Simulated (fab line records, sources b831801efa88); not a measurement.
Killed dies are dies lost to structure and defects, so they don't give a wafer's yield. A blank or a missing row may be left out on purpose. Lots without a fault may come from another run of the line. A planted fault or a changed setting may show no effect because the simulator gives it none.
Which tool did it? | flow gf180mcu | 24 lots, 72 wafers sampled, at 5 steps of a route of 602

WHAT THE GAUGES READ, wafer by wafer
GF_V3_THK_MEAS_01.
lot  | measured     | on            | V3_CVD_00_THK (nm)
L074 | day 21 13:54 | film_metro-03 | 593 593 596
L075 | day 21 19:17 | film_metro-01 | 603 606 600
L076 | day 22 05:35 | film_metro-04 | 609 600 605
L077 | day 22 12:53 | film_metro-03 | 594 602 599
L078 | day 22 21:29 | film_metro-04 | 609 610 604
L079 | day 23 01:22 | film_metro-04 | 604 604 606
L080 | day 23 17:24 | film_metro-03 | 600 605 600
L081 | day 24 00:01 | film_metro-01 | 597 597 598
L082 | day 24 10:53 | film_metro-04 | 611 607 610
L083 | day 24 13:34 | film_metro-04 | 598 592 604
L084 | day 25 08:12 | film_metro-03 | 608 605 597
L085 | day 25 12:44 | film_metro-04 | 604 605 600
L086 | day 25 21:44 | film_metro-01 | 614 613 606
L087 | day 26 02:56 | film_metro-01 | 604 607 607
L088 | day 26 15:26 | film_metro-03 | 601 609 605
L089 | day 26 23:04 | film_metro-04 | 609 604 605
L090 | day 27 03:13 | film_metro-04 | 593 603 598
L091 | day 27 06:18 | film_metro-01 | 599 602 605
L092 | day 27 13:59 | film_metro-04 | 598 604 597
L093 | day 27 18:34 | film_metro-04 | 601 604 608
L094 | day 28 00:05 | film_metro-03 | 599 605 607
L095 | day 28 08:18 | film_metro-03 | 601 595 602
L096 | day 28 13:47 | film_metro-03 | 599 599 606
L097 | day 28 23:41 | film_metro-04 | 600 594 605

WHICH TOOL RAN EACH LOT (tool, then ch and the chambers of the sampled wafers, then the start)
lot  | GF_CONTACT_ETCH_17                            | GF_V1_ETCH_17                                 | GF_M2_METAL_ETCH_16               | GF_M3_METAL_ETCH_16
L074 | rie_diel-04 ch 2,3, day 19 09:43 or earlier   | rie_diel-03 ch 0,2,3, day 19 09:43 or earlier | rie_metal-02 ch 0,1, day 19 09:43 | rie_metal-03 ch 0,1, day 21 13:11
L075 | rie_diel-01 ch 0,3, day 19 14:32 or earlier   | rie_diel-01 ch 0,3, day 19 14:32 or earlier   | rie_metal-01 ch 0,1, day 19 14:32 | rie_metal-03 ch 0,1, day 21 18:32
L076 | rie_diel-01 ch 1,2,3, day 20 01:41 or earlier | rie_diel-03 ch 1,2,3, day 20 01:41 or earlier | rie_metal-02 ch 0,1, day 20 01:41 | rie_metal-02 ch 1, day 22 04:44
L077 | rie_diel-04 ch 0,2,3, day 20 10:15 or earlier | rie_diel-01 ch 0,1,3, day 20 10:15 or earlier | rie_metal-02 ch 0,1, day 20 10:15 | rie_metal-04 ch 0,1, day 22 12:11
L078 | rie_diel-02 ch 0,1, day 20 18:30 or earlier   | rie_diel-01 ch 0,1,2, day 20 18:30 or earlier | rie_metal-04 ch 0,1, day 20 18:30 | rie_metal-04 ch 0,1, day 22 20:47
L079 | rie_diel-01 ch 2,3, day 20 22:44 or earlier   | rie_diel-04 ch 0,2, day 20 22:44 or earlier   | rie_metal-02 ch 0,1, day 20 22:44 | rie_metal-02 ch 0,1, day 23 00:38
L080 | rie_diel-04 ch 0,2,3, day 21 14:13 or earlier | rie_diel-04 ch 0,1,2, day 21 14:13 or earlier | rie_metal-04 ch 0,1, day 21 14:13 | rie_metal-02 ch 0,1, day 23 16:38
L081 | rie_diel-04 ch 0,2, day 21 22:29 or earlier   | rie_diel-03 ch 1,2,3, day 21 22:29 or earlier | rie_metal-01 ch 0,1, day 21 22:29 | rie_metal-04 ch 1, day 23 23:11
L082 | rie_diel-01 ch 0,2,3, day 22 09:32 or earlier | rie_diel-01 ch 0,1,2, day 22 09:32 or earlier | rie_metal-01 ch 0,1, day 22 09:32 | rie_metal-03 ch 0,1, day 24 10:08
L083 | rie_diel-04 ch 0,1,2, day 22 12:55 or earlier | rie_diel-03 ch 1,2,3, day 22 12:55 or earlier | rie_metal-01 ch 0,1, day 22 12:55 | rie_metal-04 ch 1, day 24 12:41
L084 | rie_diel-02 ch 0,1,3, day 23 08:05 or earlier | rie_diel-04 ch 1,2, day 23 08:05 or earlier   | rie_metal-02 ch 0,1, day 23 08:05 | rie_metal-03 ch 0,1, day 25 07:29
L085 | rie_diel-01 ch 0,1,2, day 23 12:50 or earlier | rie_diel-01 ch 0,1,3, day 23 12:50 or earlier | rie_metal-02 ch 0,1, day 23 12:50 | rie_metal-04 ch 0, day 25 11:59
L086 | rie_diel-02 ch 0,2,3, day 23 22:26 or earlier | rie_diel-04 ch 0,1,3, day 23 22:26 or earlier | rie_metal-01 ch 0,1, day 23 22:26 | rie_metal-02 ch 0, day 25 20:52
L087 | rie_diel-01 ch 0,1,3, day 24 04:53 or earlier | rie_diel-01 ch 0,1, day 24 04:53 or earlier   | rie_metal-04 ch 1, day 24 04:53   | rie_metal-03 ch 0,1, day 26 02:13
L088 | rie_diel-02 ch 0,1, day 24 16:58 or earlier   | rie_diel-04 ch 0,2, day 24 16:58 or earlier   | rie_metal-01 ch 0, day 24 16:58   | rie_metal-02 ch 0,1, day 26 14:41
L089 | rie_diel-01 ch 0,1,3, day 25 01:06 or earlier | rie_diel-04 ch 0,2,3, day 25 01:06 or earlier | rie_metal-04 ch 0,1, day 25 01:06 | rie_metal-04 ch 0,1, day 26 22:20
L090 | rie_diel-02 ch 0,2,3, day 25 05:53 or earlier | rie_diel-01 ch 2,3, day 25 05:53 or earlier   | rie_metal-02 ch 0, day 25 05:53   | rie_metal-04 ch 0,1, day 27 02:29
L091 | rie_diel-04 ch 1,2,3, day 25 08:08 or earlier | rie_diel-03 ch 1,2, day 25 08:08 or earlier   | rie_metal-02 ch 0, day 25 08:08   | rie_metal-03 ch 0,1, day 27 05:35
L092 | rie_diel-04 ch 2,3, day 25 16:37 or earlier   | rie_diel-01 ch 0,2,3, day 25 16:37 or earlier | rie_metal-01 ch 0,1, day 25 16:37 | rie_metal-02 ch 0,1, day 27 13:14
L093 | rie_diel-02 ch 0,1,2, day 25 21:32 or earlier | rie_diel-03 ch 1, day 25 21:32 or earlier     | rie_metal-04 ch 1, day 25 21:32   | rie_metal-04 ch 0, day 27 17:38
L094 | rie_diel-01 ch 0,1,3, day 26 03:26 or earlier | rie_diel-03 ch 0,1, day 26 03:26 or earlier   | rie_metal-01 ch 0,1, day 26 03:26 | rie_metal-02 ch 0,1, day 27 23:20
L095 | rie_diel-02 ch 1,2,3, day 26 12:41 or earlier | rie_diel-03 ch 0,2,3, day 26 12:41 or earlier | rie_metal-01 ch 0,1, day 26 12:41 | rie_metal-02 ch 0,1, day 28 07:32
L096 | rie_diel-04 ch 0,2, day 26 18:12 or earlier   | rie_diel-04 ch 0,1, day 26 18:12 or earlier   | rie_metal-02 ch 0,1, day 26 18:12 | rie_metal-02 ch 0,1, day 28 13:04
L097 | rie_diel-01 ch 0,2,3, day 27 03:42 or earlier | rie_diel-01 ch 1,2, day 27 03:42 or earlier   | rie_metal-01 ch 0,1, day 27 03:42 | rie_metal-02 ch 0,1, day 28 22:57
- GF_CONTACT_ETCH_17: etches SiO2 in C4F8/O2/Ar, stops on CoSi2, target depth 860 nm.
- GF_V1_ETCH_17: etches SiO2 in C4F8/O2/Ar, stops on TiN, target depth 630 nm.
- GF_M2_METAL_ETCH_16: etches the open film in Cl2/BCl3, stops on SiO2, target depth 750.8 nm, time 125.1 s.
- GF_M3_METAL_ETCH_16: etches the open film in Cl2/BCl3, stops on SiO2, target depth 750.8 nm, time 125.1 s.

WHAT THE TOOLS THEMSELVES READ (means of the sampled wafers that have a number; where no wafer has one, the mark that the record gives instead)
GF_CONTACT_ETCH_17.
lot  | tool        | chamber_pressure_mTorr (mTorr) | oes_product_au (a.u.) | rf_fwd_power_W (W)
L074 | rie_diel-04 | 39.98                          | 0.812                 | 1494
L075 | rie_diel-01 | 39.97                          | 0.811                 | 1493
L076 | rie_diel-01 | 39.99                          | 0.811                 | 1493
L077 | rie_diel-04 | 40.01                          | 0.816                 | 1498
L078 | rie_diel-02 | 40.01                          | 0.814                 | 1496
L079 | rie_diel-01 | 39.99                          | 0.813                 | 1495
L080 | rie_diel-04 | 39.98                          | 0.816                 | 1493
L081 | rie_diel-04 | 40.01                          | 0.812                 | 1494
L082 | rie_diel-01 | 40.02                          | 0.809                 | 1495
L083 | rie_diel-04 | 40.01                          | 0.817                 | 1497
L084 | rie_diel-02 | 39.98                          | 0.808                 | 1494
L085 | rie_diel-01 | 39.99                          | 0.815                 | 1493
L086 | rie_diel-02 | 40.00                          | 0.813                 | 1502
L087 | rie_diel-01 | 39.98                          | 0.812                 | 1494
L088 | rie_diel-02 | 39.98                          | 0.817                 | 1497
L089 | rie_diel-01 | 40.01                          | 0.810                 | 1500
L090 | rie_diel-02 | 39.99                          | 0.812                 | 1495
L091 | rie_diel-04 | 40.00                          | 0.817                 | 1488
L092 | rie_diel-04 | 40.01                          | 0.820                 | 1498
L093 | rie_diel-02 | 39.99                          | 0.816                 | 1496
L094 | rie_diel-01 | 39.97                          | 0.816                 | 1495
L095 | rie_diel-02 | 40.02                          | 0.817                 | 1499
L096 | rie_diel-04 | 40.03                          | 0.821                 | 1498
L097 | rie_diel-01 | 40.00                          | 0.814                 | 1494

GF_V1_ETCH_17.
lot  | tool        | chamber_pressure_mTorr (mTorr) | oes_product_au (a.u.) | rf_fwd_power_W (W)
L074 | rie_diel-03 | 40.01                          | 0.851                 | 1492
L075 | rie_diel-01 | 39.99                          | 0.856                 | 1492
L076 | rie_diel-03 | 39.98                          | 0.854                 | 1498
L077 | rie_diel-01 | 40.00                          | 0.853                 | 1488
L078 | rie_diel-01 | 40.01                          | 0.860                 | 1495
L079 | rie_diel-04 | 39.99                          | 0.858                 | 1492
L080 | rie_diel-04 | 39.99                          | 0.854                 | 1493
L081 | rie_diel-03 | 40.01                          | 0.862                 | 1502
L082 | rie_diel-01 | 40.01                          | 0.863                 | 1495
L083 | rie_diel-03 | 40.02                          | 0.856                 | 1490
L084 | rie_diel-04 | 40.00                          | 0.854                 | 1492
L085 | rie_diel-01 | 39.98                          | 0.854                 | 1493
L086 | rie_diel-04 | 39.98                          | 0.853                 | 1489
L087 | rie_diel-01 | 39.99                          | 0.854                 | 1496
L088 | rie_diel-04 | 40.01                          | 0.855                 | 1494
L089 | rie_diel-04 | 40.01                          | 0.855                 | 1495
L090 | rie_diel-01 | 39.98                          | 0.856                 | 1494
L091 | rie_diel-03 | 40.01                          | 0.858                 | 1494
L092 | rie_diel-01 | 40.00                          | 0.856                 | 1495
L093 | rie_diel-03 | 40.02                          | 0.855                 | 1490
L094 | rie_diel-03 | 40.00                          | 0.856                 | 1500
L095 | rie_diel-03 | 39.98                          | 0.860                 | 1496
L096 | rie_diel-04 | 40.02                          | 0.852                 | 1494
L097 | rie_diel-01 | 40.01                          | 0.861                 | 1498

GF_M2_METAL_ETCH_16.
lot  | tool         | chamber_pressure_mTorr (mTorr) | drypump_motor_current_A (A) | oes_product_au (a.u.) | rf_fwd_power_W (W) | throttle_valve_pct (%)
L074 | rie_metal-02 | 8.004                          | 4.8                         | 0.990                 | 796.9              | 28.236
L075 | rie_metal-01 | 7.999                          | 6.5                         | 0.988                 | 797.7              | 28.241
L076 | rie_metal-02 | 7.996                          | 4.9                         | 0.989                 | 795.3              | 28.234
L077 | rie_metal-02 | 8.008                          | 4.9                         | 0.985                 | 796.6              | 28.231
L078 | rie_metal-04 | 8.000                          | 5.6                         | 0.989                 | 796.3              | 28.242
L079 | rie_metal-02 | 7.998                          | 5.0                         | 0.982                 | 794.8              | 28.235
L080 | rie_metal-04 | 7.999                          | 5.6                         | 0.992                 | 797.2              | 28.233
L081 | rie_metal-01 | 8.005                          | 6.5                         | 0.991                 | 795.1              | 28.234
L082 | rie_metal-01 | 8.000                          | 6.4                         | 0.986                 | 794.2              | 28.232
L083 | rie_metal-01 | 8.004                          | 6.4                         | 0.994                 | 793.5              | 28.231
L084 | rie_metal-02 | 7.996                          | 5.0                         | 0.978                 | 793.5              | 28.237
L085 | rie_metal-02 | 8.003                          | 5.0                         | 0.979                 | 796.1              | 28.247
L086 | rie_metal-01 | 7.999                          | 6.5                         | 0.994                 | 796.2              | 28.229
L087 | rie_metal-04 | 8.001                          | 5.7                         | 0.990                 | 795.2              | 28.230
L088 | rie_metal-01 | 8.001                          | 6.6                         | 0.986                 | 797.8              | 28.225
L089 | rie_metal-04 | 8.000                          | 5.6                         | 0.994                 | 799.1              | 28.226
L090 | rie_metal-02 | 8.005                          | 5.1                         | 0.989                 | 797.9              | 28.226
L091 | rie_metal-02 | 7.999                          | 5.1                         | 0.987                 | 795.5              | 28.247
L092 | rie_metal-01 | 7.992                          | 6.4                         | 0.994                 | 793.0              | 28.221
L093 | rie_metal-04 | 7.999                          | 5.7                         | 0.988                 | 795.4              | 28.230
L094 | rie_metal-01 | 8.003                          | 6.5                         | 0.989                 | 795.9              | 28.225
L095 | rie_metal-01 | 8.003                          | 6.4                         | 0.990                 | 796.8              | 28.229
L096 | rie_metal-02 | 8.006                          | 4.9                         | 0.986                 | 794.9              | 28.220
L097 | rie_metal-01 | 8.007                          | 6.5                         | 0.988                 | 794.9              | 28.229

GF_M3_METAL_ETCH_16.
lot  | tool         | chamber_pressure_mTorr (mTorr) | drypump_motor_current_A (A) | oes_product_au (a.u.) | rf_fwd_power_W (W) | throttle_valve_pct (%)
L074 | rie_metal-03 | 7.999                          | 5.8                         | 0.987                 | 797.5              | 28.237
L075 | rie_metal-03 | 8.000                          | 5.8                         | 0.985                 | 795.4              | 28.242
L076 | rie_metal-02 | 7.995                          | 4.7                         | 0.992                 | 795.3              | 28.222
L077 | rie_metal-04 | 7.999                          | 5.6                         | 0.992                 | 797.5              | 28.211
L078 | rie_metal-04 | 7.997                          | 5.6                         | 0.990                 | 797.0              | 28.231
L079 | rie_metal-02 | 7.999                          | 4.9                         | 0.991                 | 795.1              | 28.228
L080 | rie_metal-02 | 7.993                          | 4.8                         | 0.988                 | 796.1              | 28.238
L081 | rie_metal-04 | 7.995                          | 5.7                         | 0.995                 | 795.9              | 28.236
L082 | rie_metal-03 | 7.996                          | 5.8                         | 0.986                 | 795.5              | 28.229
L083 | rie_metal-04 | 8.000                          | 5.7                         | 0.987                 | 798.0              | 28.230
L084 | rie_metal-03 | 7.997                          | 5.8                         | 0.983                 | 797.0              | 28.232
L085 | rie_metal-04 | 7.999                          | 5.6                         | 0.985                 | 798.6              | 28.233
L086 | rie_metal-02 | 7.992                          | 5.1                         | 0.985                 | 799.1              | 28.233
L087 | rie_metal-03 | 7.999                          | 5.7                         | 0.987                 | 795.8              | 28.233
L088 | rie_metal-02 | 8.000                          | 4.9                         | 0.983                 | 793.7              | 28.234
L089 | rie_metal-04 | 8.007                          | 5.6                         | 0.994                 | 798.3              | 28.228
L090 | rie_metal-04 | 8.004                          | 5.6                         | 0.985                 | 796.3              | 28.239
L091 | rie_metal-03 | 7.994                          | 5.7                         | 0.985                 | 797.3              | 28.229
L092 | rie_metal-02 | 7.999                          | 4.9                         | 0.989                 | 796.3              | 28.228
L093 | rie_metal-04 | 8.000                          | 5.5                         | 0.987                 | 796.6              | 28.241
L094 | rie_metal-02 | 7.999                          | 4.8                         | 0.991                 | 796.3              | 28.233
L095 | rie_metal-02 | 8.005                          | 4.8                         | 0.986                 | 796.1              | 28.236
L096 | rie_metal-02 | 7.993                          | 5.0                         | 0.976                 | 797.9              | 28.242
L097 | rie_metal-02 | 8.001                          | 5.0                         | 0.980                 | 798.4              | 28.241

THE ANSWER, worked out from the rows above alone
Rule: what is usual is taken from the lots themselves. Put in order of their means at a reading, lots are off if they are a third of the lots or fewer, leave a main group of 4 or more, and stand apart from it by a gap of 3 or more times the standard deviation of the main group's means; of several such gaps the widest counts. A main group whose means are all the same, to the digits that the tables above print for the reading, isn't used. A lot without any number at a reading at which 4 lots or more have one is off too. The other lots that the step has rows for count as sound. The gauges are gone through in route order, then the tools' own readings, and for those a lot's mean is taken as printed above. The first step at which some lot is off is used, and at that step the reading that is off furthest; a lot without a number counts as furthest.
No lot is off at any reading shown: from this, nothing can be told.

WHAT THE SIMULATOR HAD PUT IN
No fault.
